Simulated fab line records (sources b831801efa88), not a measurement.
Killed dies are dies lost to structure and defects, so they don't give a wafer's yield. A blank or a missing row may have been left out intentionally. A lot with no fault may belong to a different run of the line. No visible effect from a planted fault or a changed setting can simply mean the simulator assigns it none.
fab line records	flow sky130
record lots=10	wafers=30	last_day=50
route steps=708 shown CAP2M@604 METAL4@634 PAD_OPEN@708
lots that met no fault: from a run of the same line without faults
start_h: hours from the record's first day to the start of the lot's first wafer shown	wait_h: hours from the lot's prior step to this one	" identical to the entry in the row above	L1.1+2: a row that stands for several wafers	- no value present, or no start provided	* or withheld: withheld	< > ~ a bound
route shown NAME@n: NAME is a module with steps in the file, n the number in the route of the first one	usual: the fault-free wafers' mean and standard deviation	same: alike in all rows	chamber/n: place in a boat	sites: each site's reading	_std_site: their standard deviation	_edge_site: mean of outer sites minus mean of inner sites	radius_mm: how far each site lies from the wafer's centre	mask NAME#n: copy n	behind: the tool/chamber that last shaped the wafer	hold: what put the lot on hold/how long, in hours/how the hold closed	device: whichever transistor did not switch (one of n, p or np)	end of line: tests of these same wafers at the route's end	a step given without rows: its recipe and nothing more	killed: not the wafer's yield, but the dies lost to structure and defects at the first sort	map: a wafer's dies, marking killed ones x, the rest . and places with no die _
set.NAME: the setting that was run; set.NAME@STEP: the one run at that earlier step	model.NAME: the simulator's own value behind a step, which no gauge read
the route's steps for a sample of lots (tables are steps, rows are wafers)
services: the hour from which a tool's chamber was out of use, counted from the record's first day as start_h (under 0 if before that day), plus the number of hours and why
## steps
# step SKY_CAP2M_THK_MEAS_01
# recipe reads=SiO2_of_CAP2M_CVD_00
# usual CAP2M_CVD_00_THK=15.40/0.28
lot.wafer	tool	chamber	start_h	wait_h	CAP2M_CVD_00_THK[nm]
L759.2	film_metro-01	-	944.17	-	15.23
L759.3	"	-	"	"	15.40
L759.5	"	-	"	"	15.72
L761.1	film_metro-01	-	963.11	-	15.34
L761.5	"	-	"	"	15.12
L761.6	"	-	"	"	14.90
L763.3	film_metro-02	-	975.83	-	15.29
L763.4	"	-	"	"	15.23
L763.6	"	-	"	"	14.85
L766.2	film_metro-04	-	1026.54	-	15.72
L766.4	"	-	"	"	15.83
L766.6	"	-	"	"	15.75
L772.1	film_metro-02	-	1029.37	-	15.09
L772.3	"	-	"	"	15.55
L772.5	"	-	"	"	15.72
L773.1	film_metro-01	-	1031.84	-	15.54
L773.2	"	-	"	"	15.49
L773.3	"	-	"	"	15.56
L774.1	film_metro-04	-	1033.66	-	14.73
L774.3	"	-	"	"	14.86
L774.6	"	-	"	"	15.33
L775.2	film_metro-04	-	1037.86	-	15.19
L775.3	"	-	"	"	15.50
L775.5	"	-	"	"	15.32
L779.3	film_metro-01	-	1058.41	-	15.24
L779.4	"	-	"	"	15.21
L779.5	"	-	"	"	15.06
L781.4	film_metro-04	-	1074.85	-	15.40
L781.5	"	-	"	"	15.54
L781.6	"	-	"	"	15.43
# step SKY_CAP2M_THK_MEAS_04
# recipe thk_meas_gauge=xrf	reads=TiN_of_CAP2M_SPUTTER_02
# usual CAP2M_TIN_THK=202/3.2
lot.wafer	tool	chamber	start_h	wait_h	CAP2M_TIN_THK[nm]
L759.2	film_metro-02	-	944.46	0.1	200
L759.3	"	-	"	"	202
L759.5	"	-	"	"	201
L761.1	film_metro-04	-	963.40	0.1	206
L761.5	"	-	"	"	207
L761.6	"	-	"	"	206
L763.3	film_metro-01	-	976.12	0.1	206
L763.4	"	-	"	"	204
L763.6	"	-	"	"	205
L766.2	film_metro-02	-	1026.83	0.1	205
L766.4	"	-	"	"	200
L766.6	"	-	"	"	203
L772.1	film_metro-01	-	1029.66	0.1	201
L772.3	"	-	"	"	199
L772.5	"	-	"	"	195
L773.1	film_metro-01	-	1032.13	0.1	203
L773.2	"	-	"	"	206
L773.3	"	-	"	"	199
L774.1	film_metro-01	-	1033.95	0.1	201
L774.3	"	-	"	"	199
L774.6	"	-	"	"	202
L775.2	film_metro-01	-	1038.15	0.1	203
L775.3	"	-	"	"	204
L775.5	"	-	"	"	203
L779.3	film_metro-01	-	1058.70	0.1	198
L779.4	"	-	"	"	200
L779.5	"	-	"	"	199
L781.4	film_metro-01	-	1075.14	0.1	199
L781.5	"	-	"	"	198
L781.6	"	-	"	"	196
# step SKY_CAP2M_METAL_ETCH_13
# recipe target_depth_nm=220	stop_on=SiO2	chemistry=Cl2/BCl3	target=TiN	pressure_mtorr=9.836	icp_w=900	bias_w=48.5	Cl2_flow_sccm=60	bcl3_flow_sccm=30	time_s=62.9
# usual bias_w=48.51/0.15	drypump_motor_current_A=6.1/0.51	oes_product_au=0.944/0.0081	throttle_valve_pct=22.094/0.011
lot.wafer	tool	chamber	start_h	wait_h	bias_w	drypump_motor_current_A	oes_product_au	rf_hours_counter_h	throttle_valve_pct
L759.2	rie_metal-04	0	967.48	0.0	48.45	6.3	0.944	18	22.108
L759.3	"	0	"	"	48.53	6.3	0.943	-	22.106
L759.5	"	0	"	"	48.67	6.3	0.946	-	22.090
L761.1	rie_metal-04	1	987.03	0.0	48.51	6.5	0.951	17	22.099
L761.5	"	0	"	"	48.28	6.3	0.948	-	22.117
L761.6	"	1	"	"	48.47	6.5	0.939	-	22.089
L763.3	rie_metal-03	0	999.71	0.0	48.44	6.2	0.961	-	22.088
L763.4	"	1	"	"	48.78	5.1	0.949	-	22.080
L763.6	"	1	"	"	48.72	5.1	0.950	-	22.094
L766.2	rie_metal-04	0	1048.51	0.0	48.44	6.3	0.953	-	22.106
L766.4	"	0	"	"	48.53	6.3	0.938	-	22.101
L766.6	"	0	"	"	48.55	6.3	0.949	-	22.085
L772.1	rie_metal-03	1	1050.92	0.0	48.63	5.1	0.948	19	22.104
L772.3	"	0	"	"	48.33	6.2	0.944	-	22.094
L772.5	"	0	"	"	48.65	6.3	0.936	-	22.106
L773.1	rie_metal-03	0	1054.27	0.0	48.73	6.2	0.947	9	22.077
L773.2	"	1	"	"	48.48	5.1	0.950	19	22.078
L773.3	"	0	"	"	48.38	6.2	0.939	-	22.094
L774.1	rie_metal-02	1	1055.73	0.0	48.57	6.3	0.951	15	22.117
L774.3	"	1	"	"	48.41	6.3	0.935	-	22.102
L774.6	"	1	"	"	48.46	6.3	0.946	-	22.080
L775.2	rie_metal-03	0	1059.47	0.0	48.60	6.2	0.942	9	22.083
L775.3	"	0	"	"	48.61	6.3	0.957	-	22.102
L775.5	"	1	"	"	48.53	5.1	0.942	-	22.086
L779.3	rie_metal-04	1	1080.25	0.0	48.58	6.5	0.944	-	22.101
L779.4	"	0	"	"	48.43	6.3	0.943	-	22.089
L779.5	"	1	"	"	48.52	6.5	0.942	-	22.086
L781.4	rie_metal-02	0	1095.67	0.0	48.35	6.6	0.939	-	22.099
L781.5	"	0	"	"	48.30	6.6	0.944	-	22.092
L781.6	"	1	"	"	48.46	6.3	0.940	-	22.089
# step SKY_METAL4_METAL_ETCH_18
# recipe target_depth_a=8450	stop_on=SiO2	over_etch_frac=0.3	time_s=183.1	chemistry=Cl2/BCl3	resist_sidewall_deg=88	pressure_mtorr=10	icp_w=900	bias_w=48.5	Cl2_flow_sccm=60	bcl3_flow_sccm=30
# usual bias_w=48.54/0.13	drypump_motor_current_A=6.31/0.25	oes_product_au=0.864/0.0054	throttle_valve_pct=22.264/0.0086
# same over_etch_frac=0.3
lot.wafer	tool	chamber	start_h	wait_h	bias_w	drypump_motor_current_A	oes_product_au	rf_hours_counter_h	throttle_valve_pct
L759.2	rie_metal-01	0	992.36	0.0	48.54	6.35	0.865	15	22.265
L759.3	"	1	"	"	48.58	5.75	0.871	-	22.256
L759.5	"	1	"	"	48.50	5.76	0.864	-	22.257
L761.1	rie_metal-02	1	1011.96	0.0	48.28	6.32	0.857	12	22.265
L761.5	"	0	"	"	48.63	6.57	0.861	-	22.265
L761.6	"	1	"	"	48.52	6.32	0.867	-	22.257
L763.3	rie_metal-02	0	1024.20	0.1	48.97	6.57	0.872	-	22.251
L763.4	"	1	"	"	48.84	6.29	0.868	-	22.254
L763.6	"	1	"	"	48.58	6.33	0.860	-	22.268
L766.2	rie_metal-01	0	1071.64	0.0	48.54	6.34	0.855	20	22.263
L766.4	"	0	"	"	48.49	6.33	0.853	-	22.259
L766.6	"	0	"	"	48.45	6.37	0.866	-	22.269
L772.1	rie_metal-01	1	1073.69	0.0	48.39	5.77	0.865	24	22.256
L772.3	"	0	"	"	48.51	6.37	0.861	-	22.256
L772.5	"	1	"	"	48.58	5.78	0.861	-	22.267
L773.1	rie_metal-01	1	1076.76	0.0	48.45	5.77	0.856	24	22.255
L773.2	"	0	"	"	48.54	6.36	0.862	21	22.259
L773.3	"	0	"	"	48.70	6.34	0.861	-	22.271
L774.1	rie_metal-02	1	1078.21	0.0	48.51	6.32	0.854	18	22.271
L774.3	"	0	"	"	48.86	6.58	0.864	-	22.282
L774.6	"	1	"	"	48.60	6.31	0.863	-	22.266
L775.2	rie_metal-02	0	1081.76	0.0	48.76	6.60	0.866	1	22.259
L775.3	"	1	"	"	48.55	6.29	0.862	-	22.262
L775.5	"	0	"	"	48.85	6.59	0.867	-	22.265
L779.3	rie_metal-01	0	1102.15	0.1	48.58	6.34	0.861	-	22.255
L779.4	"	1	"	"	48.40	5.74	0.861	-	22.249
L779.5	"	0	"	"	48.51	6.33	0.866	-	22.266
L781.4	rie_metal-01	0	1116.87	0.2	48.45	6.39	0.865	-	22.257
L781.5	"	0	"	"	48.54	6.38	0.863	-	22.260
L781.6	"	0	"	"	48.41	6.40	0.859	-	22.261
# step SKY_METAL4_STRIP_19
# recipe chemistry=O2/N2	power_w=1400	pressure_mtorr=1500	platen_temp_c=withheld	o2_flow_sccm=3000	n2_flow_sccm=300	overash_fraction=0.5
# usual drypump_motor_current_A=5.5/0.52	oes_product_au=0.499/0.007	strip_time_to_endpoint_s=6.45/0.12
lot.wafer	tool	chamber	start_h	wait_h	drypump_motor_current_A	oes_product_au	rf_hours_counter_h	strip_time_to_endpoint_s
L759.2	plasma_asher-04	0	992.54	0.1	6.2	0.497	122	6.45
L759.3	"	1	"	"	5.5	0.507	-	6.63
L759.5	"	1	"	"	5.5	0.494	-	6.49
L761.1	plasma_asher-02	0	1012.14	0.1	5.2	0.507	26	6.53
L761.5	"	1	"	"	4.7	0.490	-	6.45
L761.6	"	0	"	"	5.2	0.509	-	6.55
L763.3	plasma_asher-04	0	1024.35	0.1	6.2	0.486	-	6.37
L763.4	"	1	"	"	5.6	0.493	-	6.52
L763.6	"	0	"	"	6.2	0.503	-	6.49
L766.2	plasma_asher-03	1	1071.82	0.1	5.7	0.488	97	6.27
L766.4	"	1	"	"	5.6	0.489	-	6.27
L766.6	"	1	"	"	5.7	0.492	-	6.26
L772.1	plasma_asher-04	0	1073.87	0.1	6.2	0.500	1	6.44
L772.3	"	0	"	"	6.2	0.492	-	6.28
L772.5	"	0	"	"	6.2	0.494	-	6.54
L773.1	plasma_asher-02	1	1076.94	0.1	4.7	0.505	32	6.54
L773.2	"	0	"	"	5.2	0.503	32	6.33
L773.3	"	1	"	"	4.7	0.493	-	6.35
L774.1	plasma_asher-04	0	1078.39	0.1	6.2	0.499	1	6.51
L774.3	"	0	"	"	6.2	0.490	-	6.43
L774.6	"	0	"	"	6.2	0.404	-	4.42
L775.2	plasma_asher-04	1	1081.94	0.1	5.5	0.502	2	6.39
L775.3	"	1	"	"	5.5	0.496	-	6.41
L775.5	"	1	"	"	5.5	0.412	-	4.33
L779.3	plasma_asher-02	1	1102.30	0.1	4.7	0.491	-	6.26
L779.4	"	0	"	"	5.2	0.507	-	6.56
L779.5	"	1	"	"	4.8	0.491	-	6.23
L781.4	plasma_asher-04	1	1117.08	0.2	5.5	0.485	-	6.31
L781.5	"	0	"	"	6.2	0.494	-	6.29
L781.6	"	1	"	"	5.5	0.495	-	6.30
# step SKY_PAD_OPEN_PROBE_99
# usual defect_limited_yield=82.7/2	killed_at_M0_to_M3=42/7.4	killed_at_M4_up=3.5/1.9	killed_at_contacts=24/5.2	killed_at_front_end=15/4.5	killed_at_other=0.2/0.53	killed_dies=85/9.8	killed_open=46/7.6	killed_short=39/6.5	sort_bin_3_pad_short=0.9/0.4	sort_bin_5_function=10.3/1.5	sort_bin_6_memory=6.1/1.1	sort_n_pass=407/9.8	sort_yield_pct=82.7/2
# same gross_dies=492	killed_at_back_side=0	sort_bin_4_leakage[%]=0	sort_bin_8_speed[%]=0
lot.wafer	tool	chamber	start_h	wait_h	defect_limited_yield[%]	killed_at_M0_to_M3	killed_at_M4_up	killed_at_contacts	killed_at_front_end	killed_at_other	killed_dies	killed_open	killed_short	sort_bin_3_pad_short[%]	sort_bin_5_function[%]	sort_bin_6_memory[%]	sort_n_pass	sort_yield_pct[%]
L773.1	prober-01	-	1164.22	0.1	83.3	45	2	21	14	0	82	53	29	0.2	10.2	6.3	410	83.3
L773.2	prober-01	-	1164.27	0.1	82.1	40	8	27	13	0	88	42	46	1.0	9.8	7.1	404	82.1
L773.3	prober-01	-	1164.32	0.2	80.9	50	1	28	15	0	94	57	37	1.0	12.4	5.7	398	80.9
# killed by level:class
L773.1 VIA1:geometric_particle:open=14 VIA2:geometric_particle:open=9 LI_CONTACT:geometric_particle:open=8 CONTACT:geometric_particle:open=8 METAL2:geometric_particle:short=5 POLY_GATE:geometric_particle:open=4 SPACER:geometric_particle:short=3 CONTACT:geometric_particle:short=3
L773.2 CONTACT:geometric_particle:open=11 VIA1:geometric_particle:open=8 METAL4:geometric_particle:short=7 FIELD_ISO:geometric_particle:short=6 VIA2:geometric_particle:open=6 METAL1:geometric_particle:short=6 LI_CONTACT:geometric_particle:open=5 CONTACT:geometric_particle:short=5
L773.3 VIA1:geometric_particle:open=17 CONTACT:geometric_particle:open=10 METAL2:geometric_particle:short=8 LI_CONTACT:geometric_particle:open=8 FIELD_ISO:geometric_particle:open=6 METAL1:geometric_particle:short=6 VIA2:geometric_particle:open=5 CONTACT:geometric_particle:short=5
## services
tool	chamber	start_h	hours	kind
rie_metal-03	-	954.83	2.8	pm
rie_metal-03	1	958.05	20.2	repair
rie_metal-04	0	1000.42	-	clean
rie_metal-04	0	1000.42	32.6	scheduled_down
rie_metal-04	0	1000.42	32.6	vent_cycle
plasma_asher-04	-	1016.43	2.8	pm
rie_metal-04	1	1033.00	-	clean
rie_metal-04	1	1033.00	22.1	scheduled_down
rie_metal-04	1	1033.00	22.1	vent_cycle
rie_metal-02	0	1053.07	-	clean
rie_metal-02	0	1053.07	19.0	scheduled_down
rie_metal-02	0	1053.07	19.0	vent_cycle
plasma_asher-04	-	1055.25	9.0	pm
plasma_asher-04	0	1055.25	9.0	vent_cycle
plasma_asher-04	1	1055.25	9.0	vent_cycle
rie_metal-01	-	1055.56	2.8	pm
plasma_asher-04	0	1064.25	-	clean
plasma_asher-04	1	1064.25	-	clean
rie_metal-02	-	1088.32	4.3	pm
plasma_asher-04	-	1089.68	0.6	repair
rie_metal-04	0	1092.70	2.3	repair
rie_metal-01	1	1105.13	-	clean
rie_metal-01	1	1105.13	17.4	scheduled_down
rie_metal-01	1	1105.13	17.4	vent_cycle
## key
first_sign step=SKY_METAL4_STRIP_19	reading=strip_time_to_endpoint_s	direction=down	sigmas=17	usual=*	struck=*
effect step=SKY_METAL4_STRIP_19	reading=oes_product_au	direction=down	sigmas=13	usual=0.499	struck=0.408
met_at SKY_METAL4_METAL_ETCH_18
struck_lots L774,L775
struck_wafers L774.6,L775.5
not_acting_at SKY_CAP2M_THK_MEAS_01,SKY_CAP2M_THK_MEAS_04,SKY_CAP2M_METAL_ETCH_13
onset_between 1024.20 1078.21
fault kind=process_parameter_drift	tool=rie_metal-02	chamber=-	onset_h=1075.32	steps=SKY_METAL4_METAL_ETCH_18	channel=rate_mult	offset=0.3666	shape=step	end_h=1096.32	scope=struck_wafers_only
